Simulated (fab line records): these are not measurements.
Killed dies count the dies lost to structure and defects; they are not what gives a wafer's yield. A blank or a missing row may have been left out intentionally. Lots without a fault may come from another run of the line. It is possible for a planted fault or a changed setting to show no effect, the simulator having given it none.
Struck lot and sound lot, side by side / flow sky130 / 18 steps out of a route of 708
Sound: the wafers L268.2, L268.3, L268.5. Wafers L274.1, L274.2, L274.4 were the ones struck. The cause is given at the end.
Per side, at each step with rows, come the tool, then ch with its chambers, and then its first start. Under that, the readings that differ: sound wafers / struck wafers / difference of the means / sigmas: that difference in standard deviations of wafers without a fault.
alike: a reading whose means differ by less than 2 such deviations, as well as words and numbers matching on both sides. not compared: withheld readings; readings where some wafer has no value; bounds like >300 that might hide an equal value; numbers whose values overlap and for which the record gives no deviation.
Wherever a step has rows on one side only, a row that says differs or no value, or a row with sigmas, the two part there. Numbers that don't overlap but have no deviation are shown without sigmas and don't part them. A reading that every wafer of one side lacks parts them only if that side has two wafers or more.

first, 3 steps without rows for these wafers: SKY_SONOS_ONO_WET_ETCH_18 (etches Si3N4 in H3PO4, target depth 15 nm, time 172 s); SKY_GATE_OXIDE_CLEAN_00 (cleans in SC1/SC2, time 150 s); SKY_GATE_OXIDE_OXIDATION_01 (stabilise 600 s, purge 300 s, target thk 10.268 nm).
SKY_GATE_OXIDE_THK_MEAS_02:
  sound on film_metro-04 at day 16 18:14; struck on film_metro-01 at day 18 10:21
  alike: GATE_OXIDE_OXIDATION_00_THK
then, 7 steps without rows for these wafers: SKY_GATE_OXIDE_DEHYDRATE_03 (time 60 s); SKY_GATE_OXIDE_HMDS_04 (prime time 60 s); SKY_GATE_OXIDE_COAT_05 (resist thk 1140 nm); SKY_GATE_OXIDE_SOFTBAKE_06 (time 60 s); SKY_GATE_OXIDE_EXPOSE_07 (exposes mask LVOM, target cd 600 nm); SKY_GATE_OXIDE_PEB_08; SKY_GATE_OXIDE_DEVELOP_09 (develop time 60 s).
SKY_GATE_OXIDE_OVL_MEAS_10:
  sound on overlay-02 at day 17 23:14; struck on overlay-01 at day 19 16:37
  alike: GATE_OXIDE_OVL
SKY_GATE_OXIDE_IMPLANT_11:
  sound on implanter-01 ch 0, day 17 23:17; struck on implanter-01 ch 0, day 19 16:40
reading=beam_energy_keV; sound=9.9993 10.004 9.9987; struck=9.0361 9.0353 9.0311; difference=-0.9665; sigmas=-99 or more
reading=model.implant.rp_nm (nm); sound=32.11 32.11 32.11; struck=30.86 30.86 30.86; difference=-1.25; sigmas=
reading=model.implant.drp_nm (nm); sound=17.11 17.11 17.11; struck=15.94 15.94 15.94; difference=-1.17; sigmas=
then, 1 step without rows for these wafers: SKY_GATE_OXIDE_WET_ETCH_12 (etches SiO2 in dHF, target depth 16.8 nm, time 336 s).
SKY_GATE_OXIDE_STRIP_13: strips in O2/N2.
  sound on plasma_asher-04 ch 0,1, day 17 23:31; struck on plasma_asher-03 ch 0,1, day 19 16:55
  alike: drypump_motor_current_A, oes_product_au, strip_time_to_endpoint_s
  not compared: rf_hours_counter_h
SKY_GATE_OXIDE_TW_MEAS_14:
  sound on film_metro-01 at day 17 23:37; struck on film_metro-04 at day 19 17:01
  alike: GATE_OXIDE_TW
then, 1 step without rows for these wafers: SKY_GATE_OXIDE_CLEAN_15 (cleans in SC1/SC2, time 150 s).
-- the record jumps here: 30 days lie between the struck wafers' starts before and after (it left off in module GATE_OXIDE and takes up again in module PAD_OPEN, whose first step shown is number 708 of the route) --
SKY_PAD_OPEN_PROBE_99:
  sound on prober-01 at day 48 17:16; struck on prober-01 at day 49 16:11
reading=model.etest.pfet_01v8_lvt.vt_long_v (V); sound=-0.6725 -0.6722 -0.6723; struck=-0.6702 -0.6627 -0.6685; difference=+0.0052; sigmas=
reading=model.etest.pfet_01v8.body_rise_v (V); sound=-0.1848 -0.187 -0.1856; struck=-0.19 -0.1908 -0.1901; difference=+0.00; sigmas=
  alike: killed_at_M0_to_M3, killed_at_M4_up, killed_at_contacts, killed_at_front_end, killed_at_other, killed_dies, killed_open, killed_short
  not compared: model.etest.pfet_01v8_lvt.off_log10_a_um, model.etest.pfet_01v8_lvt.vt_sat_v, model.etest.pfet_01v8_lvt.vt_v

## WHERE THEY PART
At SKY_GATE_OXIDE_IMPLANT_11 and nowhere else, as far as this record goes. Later steps at which nothing parts them and some readings are alike: SKY_GATE_OXIDE_STRIP_13, SKY_GATE_OXIDE_TW_MEAS_14, SKY_PAD_OPEN_PROBE_99.

WHY: what had been put in by the simulator
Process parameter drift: implanter-01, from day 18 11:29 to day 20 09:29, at SKY_GATE_OXIDE_IMPLANT_11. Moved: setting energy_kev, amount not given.
